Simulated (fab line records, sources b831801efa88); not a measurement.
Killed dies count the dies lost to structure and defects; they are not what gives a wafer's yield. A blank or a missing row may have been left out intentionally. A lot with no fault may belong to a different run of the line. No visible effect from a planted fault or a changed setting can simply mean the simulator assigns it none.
Which of the tools did it? / flow gf180mcu / Sampling: 12 lots, 36 wafers, 6 of 602 route steps

## WHAT EACH GAUGE READ, for each wafer
GF_HV_LDD_CD_MEAS_19 targets a cd of 400 nm. Usual: cdNm 399.9 nm, standard deviation 2.1.
lot=L587; measured=day 10 12:56; on=cdSem-02; cdNm (nm)=403.9 403.9 403.3; flag=
lot=L588; measured=day 10 21:26; on=cdSem-01; cdNm (nm)=399.8 401.8 400.6; flag=
lot=L590; measured=day 11 22:14; on=cdSem-02; cdNm (nm)=398.8 398.5 399.7; flag=
lot=L592; measured=day 12 11:13; on=cdSem-02; cdNm (nm)=399.0 397.4 397.8; flag=
lot=L593; measured=day 12 17:41; on=cdSem-02; cdNm (nm)=401.9 401.7 401.3; flag=
lot=L599; measured=day 14 14:07; on=cdSem-02; cdNm (nm)=394.9 395.3 395.5; flag=
lot=L600; measured=day 14 21:23; on=cdSem-01; cdNm (nm)=401.3 403.2 402.0; flag=
lot=L605; measured=day 16 15:03; on=cdSem-01; cdNm (nm)=397.4 399.4 399.5; flag=
lot=L606; measured=day 16 18:51; on=cdSem-02; cdNm (nm)=401.2 398.8 399.2; flag=
lot=L607; measured=day 17 07:24; on=cdSem-02; cdNm (nm)=402.7 400.7 402.0; flag=
lot=L608; measured=day 17 12:30; on=cdSem-02; cdNm (nm)=401.3 400.0 401.0; flag=
lot=L609; measured=day 17 17:17; on=cdSem-01; cdNm (nm)=400.6 400.7 401.4; flag=

GF_HV_LDD_TW_MEAS_38. Usual: HV_LDD_3_TW gives 1424 (standard deviation 13).
lot=L587; measured=day 11 08:22; on=filmMetro-01; HV_LDD_3_TW=1414 1416 1416; flag=
lot=L588; measured=day 11 17:48; on=filmMetro-02; HV_LDD_3_TW=1420 1416 1419; flag=
lot=L590; measured=day 12 18:09; on=filmMetro-03; HV_LDD_3_TW=1427 1437 1432; flag=
lot=L592; measured=day 13 08:19; on=filmMetro-03; HV_LDD_3_TW=1431 1421 1432; flag=
lot=L593; measured=day 13 15:19; on=filmMetro-02; HV_LDD_3_TW=1403 1404 1398; flag=
lot=L599; measured=day 15 12:33; on=filmMetro-03; HV_LDD_3_TW=1525 1526 1530; flag=OFF
lot=L600; measured=day 15 20:25; on=filmMetro-01; HV_LDD_3_TW=1505 1496 1498; flag=OFF
lot=L605; measured=day 17 14:58; on=filmMetro-01; HV_LDD_3_TW=1430 1428 1436; flag=
lot=L606; measured=day 17 18:26; on=filmMetro-01; HV_LDD_3_TW=1435 1431 1427; flag=
lot=L607; measured=day 18 07:22; on=filmMetro-03; HV_LDD_3_TW=1446 1432 1434; flag=
lot=L608; measured=day 18 13:32; on=filmMetro-03; HV_LDD_3_TW=1437 1434 1452; flag=
lot=L609; measured=day 18 17:35; on=filmMetro-01; HV_LDD_3_TW=1423 1426 1434; flag=

GF_HV_LDD_RS_MEAS_53: a four-point-probe measurement. Usual: HV_LDD_RS gives 418.3 ohm/sq (standard deviation 0.95).
lot=L587; measured=day 12 03:04; on=filmMetro-01; HV_LDD_RS (ohm/sq)=419.6 418.7 418.2; flag=
lot=L588; measured=day 12 12:35; on=filmMetro-03; HV_LDD_RS (ohm/sq)=418.2 419.8 418.2; flag=
lot=L590; measured=day 13 14:44; on=filmMetro-01; HV_LDD_RS (ohm/sq)=417.9 419.2 419.1; flag=
lot=L592; measured=day 14 05:40; on=filmMetro-03; HV_LDD_RS (ohm/sq)=419.1 418.2 419.0; flag=
lot=L593; measured=day 14 13:06; on=filmMetro-03; HV_LDD_RS (ohm/sq)=418.5 417.6 417.4; flag=
lot=L599; measured=day 16 11:06; on=filmMetro-03; HV_LDD_RS (ohm/sq)=402.3 401.9 402.4; flag=OFF
lot=L600; measured=day 16 19:19; on=filmMetro-03; HV_LDD_RS (ohm/sq)=403.0 402.0 402.4; flag=OFF
lot=L605; measured=day 18 14:10; on=filmMetro-03; HV_LDD_RS (ohm/sq)=418.6 417.6 419.4; flag=
lot=L606; measured=day 18 18:06; on=filmMetro-02; HV_LDD_RS (ohm/sq)=418.4 418.4 419.0; flag=
lot=L607; measured=day 19 07:30; on=filmMetro-01; HV_LDD_RS (ohm/sq)=419.1 419.1 419.1; flag=
lot=L608; measured=day 19 14:40; on=filmMetro-03; HV_LDD_RS (ohm/sq)=417.4 416.9 417.0; flag=
lot=L609; measured=day 19 19:07; on=filmMetro-03; HV_LDD_RS (ohm/sq)=416.8 416.6 417.3; flag=

GF_SAB_CD_MEAS_09 targets a cd of 420 nm. Usual: cdNm 420.0 nm, standard deviation 2.2.
lot=L587; measured=day 14 19:41; on=cdSem-02; cdNm (nm)=423.8 420.3 418.3; flag=
lot=L588; measured=day 15 05:35; on=cdSem-01; cdNm (nm)=417.6 418.9 417.6; flag=
lot=L590; measured=day 16 10:13; on=cdSem-01; cdNm (nm)=422.3 421.6 419.4; flag=
lot=L592; measured=day 17 03:20; on=cdSem-02; cdNm (nm)=422.0 420.6 420.5; flag=
lot=L593; measured=day 17 10:42; on=cdSem-01; cdNm (nm)=420.7 422.8 419.9; flag=
lot=L599; measured=day 19 13:17; on=cdSem-01; cdNm (nm)=424.8 423.9 423.2; flag=
lot=L600; measured=day 19 21:51; on=cdSem-01; cdNm (nm)=422.3 423.1 422.0; flag=
lot=L605; measured=day 21 18:20; on=cdSem-01; cdNm (nm)=418.7 419.4 417.4; flag=
lot=L606; measured=day 21 21:44; on=cdSem-01; cdNm (nm)=422.5 421.4 420.1; flag=
lot=L607; measured=day 22 11:31; on=cdSem-01; cdNm (nm)=417.2 419.3 420.7; flag=
lot=L608; measured=day 22 17:59; on=cdSem-01; cdNm (nm)=416.9 414.0 415.5; flag=
lot=L609; measured=day 22 21:47; on=cdSem-01; cdNm (nm)=419.3 420.4 419.0; flag=

## WHICH TOOL RAN EACH LOT (tool, then ch and the chambers of the sampled wafers, then the start)
lot=L587; GF_HV_LDD_IMPLANT_34=implanter-01 ch 0, day 11 07:50; GF_HV_LDD_STRIP_49=plasmaAsher-03 ch 0,1, day 12 02:46
lot=L588; GF_HV_LDD_IMPLANT_34=implanter-02 ch 0, day 11 17:15; GF_HV_LDD_STRIP_49=plasmaAsher-01 ch 1, day 12 12:18
lot=L590; GF_HV_LDD_IMPLANT_34=implanter-03 ch 0, day 12 17:36; GF_HV_LDD_STRIP_49=plasmaAsher-04 ch 0,1, day 13 14:27
lot=L592; GF_HV_LDD_IMPLANT_34=implanter-01 ch 0, day 13 07:48; GF_HV_LDD_STRIP_49=plasmaAsher-01 ch 0,1, day 14 05:23
lot=L593; GF_HV_LDD_IMPLANT_34=implanter-03 ch 0, day 13 14:47; GF_HV_LDD_STRIP_49=plasmaAsher-03 ch 1, day 14 12:48
lot=L599; GF_HV_LDD_IMPLANT_34=implanter-03 ch 0, day 15 12:00; GF_HV_LDD_STRIP_49=plasmaAsher-03 ch 0,1, day 16 10:49
lot=L600; GF_HV_LDD_IMPLANT_34=implanter-03 ch 0, day 15 19:54; GF_HV_LDD_STRIP_49=plasmaAsher-03 ch 0,1, day 16 19:02
lot=L605; GF_HV_LDD_IMPLANT_34=implanter-01 ch 0, day 17 14:25; GF_HV_LDD_STRIP_49=plasmaAsher-01 ch 0,1, day 18 13:53
lot=L606; GF_HV_LDD_IMPLANT_34=implanter-01 ch 0, day 17 17:53; GF_HV_LDD_STRIP_49=plasmaAsher-04 ch 0,1, day 18 17:49
lot=L607; GF_HV_LDD_IMPLANT_34=implanter-01 ch 0, day 18 06:49; GF_HV_LDD_STRIP_49=plasmaAsher-04 ch 0,1, day 19 07:09
lot=L608; GF_HV_LDD_IMPLANT_34=implanter-02 ch 0, day 18 12:59; GF_HV_LDD_STRIP_49=plasmaAsher-01 ch 1, day 19 14:19
lot=L609; GF_HV_LDD_IMPLANT_34=implanter-01 ch 0, day 18 17:02; GF_HV_LDD_STRIP_49=plasmaAsher-03 ch 0,1, day 19 18:50
- GF_HV_LDD_IMPLANT_34
- GF_HV_LDD_STRIP_49: strips in O2/N2.

## AS READ BY THE TOOLS THEMSELVES (means over the sampled wafers that have a number; for cases with no such wafer, the mark the record gives instead)
GF_HV_LDD_IMPLANT_34. Usual: doseIonsCm2 7.5e+12, standard deviation 7.5e+09; faradayCurrentUA 42.3, standard deviation 0.87.
lot=L587 tool=implanter-01 doseIonsCm2=7.5e+12 faradayCurrentUA=42.5 flag=
lot=L588 tool=implanter-02 doseIonsCm2=7.5e+12 faradayCurrentUA=42.7 flag=
lot=L590 tool=implanter-03 doseIonsCm2=7.5e+12 faradayCurrentUA=42.2 flag=
lot=L592 tool=implanter-01 doseIonsCm2=7.5e+12 faradayCurrentUA=41.7 flag=
lot=L593 tool=implanter-03 doseIonsCm2=7.5e+12 faradayCurrentUA=42.2 flag=
lot=L599 tool=implanter-03 doseIonsCm2=1.4e+13 faradayCurrentUA=77.8 flag=OFF
lot=L600 tool=implanter-03 doseIonsCm2=1.4e+13 faradayCurrentUA=79.6 flag=OFF
lot=L605 tool=implanter-01 doseIonsCm2=7.5e+12 faradayCurrentUA=41.8 flag=
lot=L606 tool=implanter-01 doseIonsCm2=7.5e+12 faradayCurrentUA=42.2 flag=
lot=L607 tool=implanter-01 doseIonsCm2=7.5e+12 faradayCurrentUA=42.7 flag=
lot=L608 tool=implanter-02 doseIonsCm2=7.5e+12 faradayCurrentUA=42.2 flag=
lot=L609 tool=implanter-01 doseIonsCm2=7.5e+12 faradayCurrentUA=42.2 flag=

GF_HV_LDD_STRIP_49. Usual: drypumpMotorCurrentA 5.6 A, standard deviation 0.36; heaterPowerW 327 W, standard deviation 24; oesProductAu 0.716 a.u., standard deviation 0.0044; stripTimeToEndpointS 12.64 s, standard deviation 0.039.
lot=L587; tool=plasmaAsher-03; drypumpMotorCurrentA (A)=5.7; heaterPowerW (W)=350; oesProductAu (a.u.)=0.717; stripTimeToEndpointS (s)=12.68; flag=
lot=L588; tool=plasmaAsher-01; drypumpMotorCurrentA (A)=6.1; heaterPowerW (W)=303; oesProductAu (a.u.)=0.716; stripTimeToEndpointS (s)=12.67; flag=
lot=L590; tool=plasmaAsher-04; drypumpMotorCurrentA (A)=5.2; heaterPowerW (W)=305; oesProductAu (a.u.)=0.715; stripTimeToEndpointS (s)=12.63; flag=
lot=L592; tool=plasmaAsher-01; drypumpMotorCurrentA (A)=5.9; heaterPowerW (W)=321; oesProductAu (a.u.)=0.717; stripTimeToEndpointS (s)=12.63; flag=
lot=L593; tool=plasmaAsher-03; drypumpMotorCurrentA (A)=5.5; heaterPowerW (W)=366; oesProductAu (a.u.)=0.712; stripTimeToEndpointS (s)=12.72; flag=
lot=L599; tool=plasmaAsher-03; drypumpMotorCurrentA (A)=5.7; heaterPowerW (W)=354; oesProductAu (a.u.)=0.707; stripTimeToEndpointS (s)=12.62; flag=
lot=L600; tool=plasmaAsher-03; drypumpMotorCurrentA (A)=5.7; heaterPowerW (W)=354; oesProductAu (a.u.)=0.717; stripTimeToEndpointS (s)=12.63; flag=
lot=L605; tool=plasmaAsher-01; drypumpMotorCurrentA (A)=5.7; heaterPowerW (W)=335; oesProductAu (a.u.)=0.722; stripTimeToEndpointS (s)=12.66; flag=
lot=L606; tool=plasmaAsher-04; drypumpMotorCurrentA (A)=5.2; heaterPowerW (W)=305; oesProductAu (a.u.)=0.718; stripTimeToEndpointS (s)=12.64; flag=
lot=L607; tool=plasmaAsher-04; drypumpMotorCurrentA (A)=5.2; heaterPowerW (W)=303; oesProductAu (a.u.)=0.711; stripTimeToEndpointS (s)=12.61; flag=
lot=L608; tool=plasmaAsher-01; drypumpMotorCurrentA (A)=6.1; heaterPowerW (W)=308; oesProductAu (a.u.)=0.713; stripTimeToEndpointS (s)=12.57; flag=
lot=L609; tool=plasmaAsher-03; drypumpMotorCurrentA (A)=5.9; heaterPowerW (W)=336; oesProductAu (a.u.)=0.718; stripTimeToEndpointS (s)=12.61; flag=

## THE ANSWER, worked out from the rows above alone
Rule: a lot is off if the mean of its wafers that have a number lies more than 3 standard deviations from the usual mean. Also off: a lot with no number at a reading for which 4 or more lots have one. The other lots that the step has rows for count as sound. Order of review: gauges by route order, followed by the tools' own readings, for which a lot's mean as printed above is used. At the first step where some lot is off, the reading lying furthest off is the one used; lots without a number count as furthest.
Off: L599, L600, seen at GF_HV_LDD_TW_MEAS_38 (HV_LDD_3_TW).
A tool fits if, at a process step before that reading, it ran every lot that is off, and no sound lot after the first of them. The gauges at GF_HV_LDD_TW_MEAS_38 aren't tried: what is off there is off at GF_HV_LDD_IMPLANT_34 too, on other tools, and a gauge's error can't cause that. One fits: implanter-03 at GF_HV_LDD_IMPLANT_34. Its last sound lot is L593 (day 13 14:47), its first lot that is off L599 (day 15 12:00): a fault that began between those two fits.
The tool's own readings at GF_HV_LDD_IMPLANT_34 bear it out: on the lots that are off they differ by more than 5 times the standard deviation of the sound lots' means. doseIonsCm2 reads 1.4e+13 there against 7.5e+12 on the sound lots; faradayCurrentUA reads 78.7 there against 42.2 on the sound lots.

## WHAT THE SIMULATOR PUT IN
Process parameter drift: implanter-03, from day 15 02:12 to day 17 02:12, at GF_HV_LDD_IMPLANT_34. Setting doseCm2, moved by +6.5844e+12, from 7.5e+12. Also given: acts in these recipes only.
Lots struck among those shown: L599, L600. This agrees with what the rule above found.
